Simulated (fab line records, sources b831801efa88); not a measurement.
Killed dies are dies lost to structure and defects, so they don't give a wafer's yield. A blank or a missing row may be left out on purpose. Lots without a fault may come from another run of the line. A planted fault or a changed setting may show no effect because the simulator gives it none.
Problem report in the 8D (eight disciplines) form, filled by code | flow gf180mcu | the parts of the form that need people (team, actions taken, sign-off) are left out

1. THE PROBLEM
M4_ALCU_RS at GF_M4_RS_MEAS_05 reads a mean of 0.0819 ohm/sq on 2 wafers of 2 lots; wafers without a fault read 0.0697 ohm/sq with a standard deviation of 0.00071. That is +17 standard deviations from the usual mean.
The step: measures by four-point-probe.
First seen on wafer L911.2, day 28 12:55, on film_metro-01. The record holds 36 wafers of 12 lots with a number at this step. Rule for "out", or "out of limits": more than 4 standard deviations from the usual mean. The other wafers with a number count as sound.

2. WHAT IT IS AND WHAT IT IS NOT
question                    | is                           | is not
which readings at this step | M4_ALCU_RS                   | -
which lots                  | L911, L912                   | L895, L900, L902, L903, L905, L907, L910, L914, L915, L916
which wafers of those lots  | L911.2, L912.4               | L911.1, L911.6, L912.1, L912.5
read on which gauges        | film_metro-01, film_metro-03 | film_metro-02
when                        | from day 28 12:55            | up to then (23 sound wafers); but 11 sound wafers of L912, L914, L915, L916 came after

3. SUSPECTS, AND WHAT RULES EACH OUT
Counting: a tool at a process step up to the reading stays a suspect if it ran every lot that is out. Sound lots after the first of them don't rule it out here, since some wafers of a struck lot are sound.
- the gauge at GF_M4_RS_MEAS_05: ruled out. The wafers that are out were read on 2 gauges (film_metro-01, film_metro-03).
- pvd_sputter-02 at GF_M4_SPUTTER_02 (material AlCu, target thk 450 nm, time 23.9 s): kept. It ran every lot that is out, first L911 (day 28 12:50); its last sound lot up to then is L910 (day 28 09:44).
Left after counting: pvd_sputter-02 at GF_M4_SPUTTER_02.

4. THE CAUSE (what the simulator had put in)
Site profile drift: pvd_sputter-02, from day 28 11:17 on, at GF_M4_SPUTTER_02. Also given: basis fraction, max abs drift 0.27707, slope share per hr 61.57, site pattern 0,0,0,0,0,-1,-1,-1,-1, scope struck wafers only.
Counting left only this tool.

5. THE CHAIN OF EFFECTS, in route order
Each row: a reading whose mean over the struck wafers that have a number lies more than 3 standard deviations from the usual. Only readings for which the record gives a usual standard deviation are gone through. hours: the time from each lot's start at the first step in this table that gives one to its start at this step, as a median over the lots. sigmas: the change in usual standard deviations.
hours | step              | reading     | usual         | on struck wafers | change  | sigmas
0     | GF_M4_RS_MEAS_05  | M4_ALCU_RS  | 0.0697 ohm/sq | 0.0819           | +0.0122 | +17
0     | GF_M4_THK_MEAS_06 | M4_ALCU_THK | 446 nm        | 392              | -54     | -12

6. WHAT WOULD HAVE CAUGHT IT SOONER
In this record the first reading out of limits at a measuring or inspecting step was taken at day 28 12:55, 2 hours after the fault began at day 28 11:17.
Of the tool readings at GF_M4_SPUTTER_02 for which the record gives a usual standard deviation, none was out on any struck wafer, so an alarm limit of 4 standard deviations on them would not have fired.
Of the lots that are out (2), L912 began GF_M4_SPUTTER_02 on pvd_sputter-02 after day 28 12:55. A hold on the tool at that time would have spared it.
